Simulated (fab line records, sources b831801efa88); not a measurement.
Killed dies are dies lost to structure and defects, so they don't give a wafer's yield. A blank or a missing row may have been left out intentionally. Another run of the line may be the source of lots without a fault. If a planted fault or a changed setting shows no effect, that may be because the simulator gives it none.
fab line records	flow gf180mcu
record: lots: 10	wafers: 30	last-day: 33
route steps=602 shown V2@386 M4@458
lots that met no fault: from a run of the same line without faults
start-h: the number of hours between the record's first day and the start of the first shown wafer of the lot	wait-h: time in hours since the lot's previous step	" same as the row above	L1.1+2: a row that stands for several wafers	- no value present, or no start provided	* or withheld: withheld	< > ~ a bound
route shown NAME@n: a module of which the file shows steps, and the number in the route of the first	usual: average and standard deviation across the fault-free wafers	same: alike in all rows	chamber/n: place in a boat	sites: per-site readings	_std_site: standard deviation across them	_edge_site: mean of outer sites minus mean of inner sites	radius-mm: for every site, how far away it sits from the centre of the wafer	mask NAME#n: copy n	behind: the most recent tool/chamber to have shaped the wafer	hold: why the lot went on hold/how many hours it stayed there/how the hold came to an end	device: names the non-switching transistor (n, p or np)	end of line: the same wafers' tests at the end of the route	step lacking rows: just its recipe	killed: not the wafer's yield, but the dies lost to structure and defects at the first sort	map: per-die view of a wafer (x killed, . not killed, _ where there is no die)
set.NAME: the run value of the setting; set.NAME@STEP: its run value at that earlier step	model.NAME: the simulator's own value behind a step, which no gauge read
route steps across a sampled set of lots; one table per step, one row per wafer
services: the hour from which a tool's chamber was out of use, counted from the record's first day as start-h (under 0 if before that day), plus the number of hours and why
== steps ==
step: GF_V2_CMP_04
recipe: material: SiO2	down-force-psi: 4	platen-rpm: 60	pad-velocity-m-s: 0.94248
usual: motor-current-A: 12.0/1	retaining-ring-pressure-frac: 1.000/0.0051	time-to-endpoint-s: 81/6.3
lot.wafer	tool	chamber	start-h	wait-h	motor-current-A	retaining-ring-pressure-frac	time-to-endpoint-s
L988.1	cmp-02	1	457.87	0.1	12.9	0.991	66
L988.2	"	2	"	"	12.2	1.015	78
L988.3	"	0	"	"	12.6	1.007	70
L990.4	cmp-01	2	461.68	0.0	10.7	0.994	84
L990.6	"	2	"	"	10.1	1.000	82
L990.5	"	3	"	"	11.8	1.004	83
L991.3	cmp-01	1	486.72	0.1	12.6	0.996	79
L991.5	"	3	"	"	11.0	1.001	83
L991.6	"	0	"	"	11.3	1.001	81
L993.1	cmp-01	0	500.92	0.2	11.7	1.004	83
L993.6	"	1	"	"	12.7	0.999	92
L993.5	"	2	"	"	9.7	0.999	94
L996.1	cmp-02	0	529.62	0.1	12.0	0.993	77
L996.2	"	2	"	"	11.8	0.996	72
L996.5	"	3	"	"	12.8	0.998	82
L997.3	cmp-01	3	530.13	0.1	11.3	1.001	77
L997.5	"	1	"	"	12.1	0.992	83
L997.6	"	2	"	"	10.0	1.000	81
L998.3	cmp-01	1	541.42	0.1	12.5	0.999	78
L998.5	"	0	"	"	12.4	0.993	77
L998.6	"	1	"	"	12.8	1.002	82
L999.4	cmp-01	0	544.43	0.1	12.1	0.992	77
L999.5	"	3	"	"	11.3	0.998	85
L999.6	"	0	"	"	11.8	0.993	79
L100.2	cmp-02	1	556.08	0.0	12.5	0.999	71
L100.3	"	2	"	"	12.6	0.999	76
L100.4	"	0	"	"	12.6	1.005	82
L106.2	cmp-01	1	599.15	0.1	12.7	1.002	76
L106.6	"	0	"	"	11.4	0.999	78
L106.5	"	1	"	"	12.8	1.008	79
step: GF_M4_SPUTTER_02
recipe: material: AlCu	target-thk-nm: 450	power-w: 10600	time-s: 23.9	chamber-pressure-pa: 0.4
usual: throttle-valve-pct: 29.9/1.1
lot.wafer	tool	chamber	start-h	wait-h	throttle-valve-pct
L988.1	pvd-sputter-03	-	533.09	0.0	28.5
L988.2	"	-	"	"	30.5
L988.3	"	-	"	"	30.0
L990.4	pvd-sputter-03	-	537.61	0.0	32.5
L990.5	"	-	"	"	30.5
L990.6	"	-	"	"	28.4
L991.3	pvd-sputter-02	-	560.95	0.0	29.5
L991.5	"	-	"	"	28.0
L991.6	"	-	"	"	29.9
L993.1	pvd-sputter-04	-	572.90	0.0	30.1
L993.5	"	-	"	"	30.6
L993.6	"	-	"	"	29.4
L996.1	pvd-sputter-03	-	601.14	0.0	30.8
L996.2	"	-	"	"	28.4
L996.5	"	-	"	"	30.2
L997.3	pvd-sputter-04	-	602.03	0.0	30.0
L997.5	"	-	"	"	30.5
L997.6	"	-	"	"	30.2
L998.3	pvd-sputter-03	-	611.83	0.0	28.8
L998.5	"	-	"	"	30.3
L998.6	"	-	"	"	32.2
L999.4	pvd-sputter-02	-	613.69	0.0	29.7
L999.5	"	-	"	"	29.7
L999.6	"	-	"	"	28.3
L100.2	pvd-sputter-02	-	625.27	0.0	29.4
L100.3	"	-	"	"	29.8
L100.4	"	-	"	"	27.8
L106.2	pvd-sputter-02	-	664.15	0.0	30.2
L106.5	"	-	"	"	28.1
L106.6	"	-	"	"	29.6
step: GF_M4_SPUTTER_04
recipe: material: TiN	target-thk-nm: 50	power-w: 6500	time-s: 41.7	chamber-pressure-pa: 0.3818
usual: throttle-valve-pct: 29.9/1.1
lot.wafer	tool	chamber	start-h	wait-h	throttle-valve-pct
L988.1	pvd-sputter-03	-	533.14	0.0	28.6
L988.2	"	-	"	"	30.5
L988.3	"	-	"	"	30.3
L990.4	pvd-sputter-03	-	537.66	0.0	32.2
L990.5	"	-	"	"	30.5
L990.6	"	-	"	"	28.6
L991.3	pvd-sputter-02	-	561.00	0.0	29.2
L991.5	"	-	"	"	28.1
L991.6	"	-	"	"	29.7
L993.1	pvd-sputter-04	-	572.95	0.0	30.2
L993.5	"	-	"	"	30.6
L993.6	"	-	"	"	29.4
L996.1	pvd-sputter-03	-	601.19	0.0	30.4
L996.2	"	-	"	"	28.6
L996.5	"	-	"	"	30.4
L997.3	pvd-sputter-04	-	602.08	0.0	30.0
L997.5	"	-	"	"	30.8
L997.6	"	-	"	"	30.2
L998.3	pvd-sputter-03	-	611.88	0.0	28.6
L998.5	"	-	"	"	30.2
L998.6	"	-	"	"	32.3
L999.4	pvd-sputter-02	-	613.74	0.0	29.9
L999.5	"	-	"	"	29.7
L999.6	"	-	"	"	28.1
L100.2	pvd-sputter-02	-	625.32	0.0	29.5
L100.3	"	-	"	"	29.9
L100.4	"	-	"	"	28.0
L106.2	pvd-sputter-02	-	664.20	0.0	30.0
L106.5	"	-	"	"	28.0
L106.6	"	-	"	"	29.9
step: GF_M4_RS_MEAS_05
recipe: thk-meas-gauge: four-point-probe	reads: TiN_of_M4_SPUTTER_04+Ti_of_M4_SPUTTER_03+AlCu_of_M4_SPUTTER_02+TiN_of_M4_SPUTTER_01+Ti_of_M4_SPUTTER_00
usual: M4_ALCU_RS: 0.0700/0.00077
lot.wafer	tool	chamber	start-h	wait-h	M4_ALCU_RS[ohm/sq]
L988.1	film-metro-03	-	533.18	0.0	0.0692
L988.2	"	-	"	"	0.0704
L988.3	"	-	"	"	0.0697
L990.4	film-metro-02	-	537.76	0.1	0.0707
L990.5	"	-	"	"	0.0713
L990.6	"	-	"	"	0.0701
L991.3	film-metro-03	-	561.08	0.1	0.0699
L991.5	"	-	"	"	0.0691
L991.6	"	-	"	"	0.0691
L993.1	film-metro-03	-	572.99	0.0	0.0699
L993.5	"	-	"	"	0.0691
L993.6	"	-	"	"	0.0703
L996.1	film-metro-04	-	601.23	0.0	0.0700
L996.2	"	-	"	"	0.0689
L996.5	"	-	"	"	0.0694
L997.3	film-metro-02	-	602.16	0.1	0.0693
L997.5	"	-	"	"	0.0692
L997.6	"	-	"	"	0.0692
L998.3	film-metro-02	-	611.96	0.1	0.0689
L998.5	"	-	"	"	0.0697
L998.6	"	-	"	"	0.0690
L999.4	film-metro-04	-	613.84	0.1	0.0698
L999.5	"	-	"	"	0.0698
L999.6	"	-	"	"	0.0694
L100.2	film-metro-04	-	625.38	0.0	0.0699
L100.3	"	-	"	"	0.0699
L100.4	"	-	"	"	0.0693
L106.2	film-metro-04	-	664.26	0.0	0.0672
L106.5	"	-	"	"	0.0663
L106.6	"	-	"	"	0.0671
step: GF_M4_THK_MEAS_06
recipe: thk-meas-gauge: xrf	reads: AlCu_of_M4_SPUTTER_02
usual: M4_ALCU_THK: 454/5
lot.wafer	tool	chamber	start-h	wait-h	M4_ALCU_THK[nm]
L988.1	film-metro-03	-	533.30	0.1	458
L988.2	"	-	"	"	452
L988.3	"	-	"	"	454
L990.4	film-metro-02	-	537.85	0.1	452
L990.5	"	-	"	"	446
L990.6	"	-	"	"	454
L991.3	film-metro-03	-	561.18	0.1	453
L991.5	"	-	"	"	460
L991.6	"	-	"	"	461
L993.1	film-metro-03	-	573.11	0.1	453
L993.5	"	-	"	"	457
L993.6	"	-	"	"	451
L996.1	film-metro-04	-	601.35	0.1	455
L996.2	"	-	"	"	460
L996.5	"	-	"	"	457
L997.3	film-metro-02	-	602.26	0.1	457
L997.5	"	-	"	"	459
L997.6	"	-	"	"	460
L998.3	film-metro-02	-	612.06	0.1	463
L998.5	"	-	"	"	457
L998.6	"	-	"	"	464
L999.4	film-metro-04	-	613.93	0.1	457
L999.5	"	-	"	"	458
L999.6	"	-	"	"	457
L100.2	film-metro-04	-	625.49	0.1	453
L100.3	"	-	"	"	456
L100.4	"	-	"	"	458
L106.2	film-metro-04	-	664.37	0.1	474
L106.5	"	-	"	"	479
L106.6	"	-	"	"	475
step: GF_M4_METAL_ETCH_16
recipe: chemistry: Cl2/BCl3	mask-material: KrF	target-depth-nm: 627.5	stop-on: SiO2	pressure-mtorr: 8	icp-w: 800	bias-w: 140	Cl2_flow_sccm: 80	bcl3-flow-sccm: 40	time-s: 104.6
usual: drypump-motor-current-A: 5.7/0.51	oes-product-au: 0.971/0.0058	throttle-valve-pct: 28.253/0.01
lot.wafer	tool	chamber	start-h	wait-h	drypump-motor-current-A	oes-product-au	rf-hours-counter-h	throttle-valve-pct
L988.1	rie-metal-03	1	556.01	0.0	5.7	0.972	2	28.248
L988.2	"	0	"	"	5.6	0.973	9	28.247
L988.3	"	1	"	"	5.7	0.978	-	28.251
L990.4	rie-metal-03	1	560.12	0.0	5.6	0.968	-	28.261
L990.5	"	0	"	"	5.7	0.966	-	28.258
L990.6	"	1	"	"	5.6	0.974	-	28.247
L991.3	rie-metal-02	1	582.46	0.1	5.7	0.970	-	28.244
L991.5	"	1	"	"	5.7	0.973	-	28.244
L991.6	"	1	"	"	5.7	0.971	-	28.242
L993.1	rie-metal-04	1	594.01	0.0	5.2	0.977	5	28.249
L993.5	"	0	"	"	6.7	0.976	-	28.236
L993.6	"	1	"	"	5.2	0.970	-	28.246
L996.1	rie-metal-04	0	620.78	0.0	6.7	0.968	1	28.245
L996.2	"	1	"	"	5.2	0.975	6	28.249
L996.5	"	0	"	"	6.7	0.982	-	28.250
L997.3	rie-metal-03	0	621.17	0.1	5.6	0.968	-	28.244
L997.5	"	1	"	"	5.6	0.975	-	28.237
L997.6	"	0	"	"	5.7	0.973	-	28.247
L998.3	rie-metal-02	1	632.39	0.1	5.7	0.977	-	28.264
L998.5	"	1	"	"	5.7	0.972	-	28.246
L998.6	"	0	"	"	5.3	0.971	-	28.242
L999.4	rie-metal-03	0	633.92	0.0	5.7	0.976	-	28.259
L999.5	"	1	"	"	5.7	0.963	-	28.256
L999.6	"	0	"	"	5.7	0.977	-	28.253
L100.2	rie-metal-04	0	645.75	0.0	6.7	0.975	2	28.257
L100.3	"	1	"	"	5.2	0.964	-	28.255
L100.4	"	0	"	"	6.6	0.973	-	28.256
L106.2	rie-metal-03	1	683.59	0.1	5.7	0.987	-	28.225
L106.5	"	1	"	"	5.6	0.993	-	28.226
L106.6	"	1	"	"	5.6	0.992	-	28.235
step: GF_M4_STRIP_17
recipe: chemistry: O2/N2	power-w: 1400	pressure-mtorr: 1500	platen-temp-c: 250	o2-flow-sccm: 3000	n2-flow-sccm: 300	overash-fraction: 0.5
usual: drypump-motor-current-A: 6.0/0.5	heater-power-w: 330/41	oes-product-au: 0.557/0.0049	strip-time-to-endpoint-s: 7.85/0.045
lot.wafer	tool	chamber	start-h	wait-h	drypump-motor-current-A	heater-power-w	oes-product-au	rf-hours-counter-h	strip-time-to-endpoint-s
L988.1	plasma-asher-03	0	556.12	0.1	5.8	354	0.551	13	7.80
L988.2	"	1	"	"	5.7	270	0.552	13	7.80
L988.3	"	0	"	"	5.8	362	0.537	-	7.80
L990.4	plasma-asher-04	0	560.23	0.1	5.4	264	0.559	-	7.87
L990.5	"	0	"	"	5.4	261	0.559	-	7.84
L990.6	"	1	"	"	5.6	346	0.559	-	7.84
L991.3	plasma-asher-02	1	582.64	0.1	6.5	364	0.549	-	7.83
L991.5	"	0	"	"	6.8	352	0.558	-	7.84
L991.6	"	1	"	"	6.5	364	0.563	-	7.83
L993.1	plasma-asher-03	1	594.12	0.1	5.7	274	0.552	17	7.87
L993.5	"	1	"	"	5.7	270	0.553	-	7.83
L993.6	"	0	"	"	5.8	359	0.556	-	7.88
L996.1	plasma-asher-02	0	620.89	0.1	6.8	351	0.556	95	7.82
L996.2	"	1	"	"	6.5	366	0.557	95	7.83
L996.5	"	0	"	"	6.8	350	0.551	-	7.79
L997.3	plasma-asher-03	1	621.28	0.1	5.7	273	0.560	-	7.87
L997.5	"	1	"	"	5.7	273	0.558	-	7.89
L997.6	"	0	"	"	5.8	363	0.560	-	7.87
L998.3	plasma-asher-03	0	632.50	0.1	5.8	361	0.556	-	7.85
L998.5	"	0	"	"	5.8	360	0.557	-	7.84
L998.6	"	1	"	"	5.7	268	0.557	-	7.87
L999.4	plasma-asher-03	1	634.03	0.1	5.7	274	0.559	-	7.89
L999.5	"	1	"	"	5.7	264	0.555	-	7.85
L999.6	"	0	"	"	5.8	363	0.561	-	7.88
L100.2	plasma-asher-04	1	645.87	0.1	5.5	344	0.549	57	7.78
L100.3	"	1	"	"	5.5	349	0.557	-	7.79
L100.4	"	0	"	"	5.4	262	0.553	-	7.78
L106.2	plasma-asher-03	1	683.78	0.1	5.7	269	0.560	25	7.85
L106.5	"	0	"	"	5.8	366	0.561	-	7.81
L106.6	"	1	"	"	5.7	262	0.560	-	7.85
== services ==
tool	chamber	start-h	hours	kind
plasma-asher-04	-	442.95	3.0	repair
plasma-asher-03	-	450.34	0.6	repair
rie-metal-03	-	464.08	14.6	pm
cmp-01	-	466.70	1.0	repair
rie-metal-02	-	479.02	0.1	repair
cmp-01	-	480.65	5.1	repair
pvd-sputter-04	-	482.27	6.6	repair
plasma-asher-03	-	488.28	3.0	repair
pvd-sputter-03	-	488.34	3.2	repair
pvd-sputter-02	-	509.57	7.5	repair
pvd-sputter-04	-	513.08	6.4	repair
cmp-01	-	520.06	1.1	repair
pvd-sputter-02	-	538.51	15.4	repair
cmp-01	-	572.11	4.0	pm
rie-metal-04	1	595.40	9.0	repair
pvd-sputter-03	-	622.29	23.7	repair
pvd-sputter-02	-	626.18	3.9	repair
pvd-sputter-02	-	628.41	2.7	repair
rie-metal-04	-	630.39	1.0	repair
pvd-sputter-04	-	636.98	5.3	repair
plasma-asher-03	-	637.10	18.0	repair
pvd-sputter-02	-	645.91	6.9	repair
rie-metal-04	-	651.84	6.0	repair
cmp-02	-	654.64	4.3	pm
== key ==
first-sign: step: GF_M4_RS_MEAS_05	reading: M4_ALCU_RS	direction: down	sigmas: 4.1	usual: 0.0700	struck: 0.0669
effect: step: GF_M4_THK_MEAS_06	reading: M4_ALCU_THK	direction: up	sigmas: 4.3	usual: 454	struck: 476
effect: step: GF_M4_METAL_ETCH_16	reading: oes-product-au	direction: up	sigmas: 3.4	usual: 0.971	struck: 0.991
met-at GF_M4_SPUTTER_02
struck-lots L106
not-acting-at GF_V2_CMP_04,GF_M4_SPUTTER_04,GF_M4_STRIP_17
onset-between 625.27 664.15
also-fits time
fault: kind: process-parameter-drift	tool: pvd-sputter-02	chamber: -	onset-h: 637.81	steps: GF_M4_SPUTTER_02	channel: time-s	offset: *	shape: step	end-h: 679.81	acts-in: *	stated: *
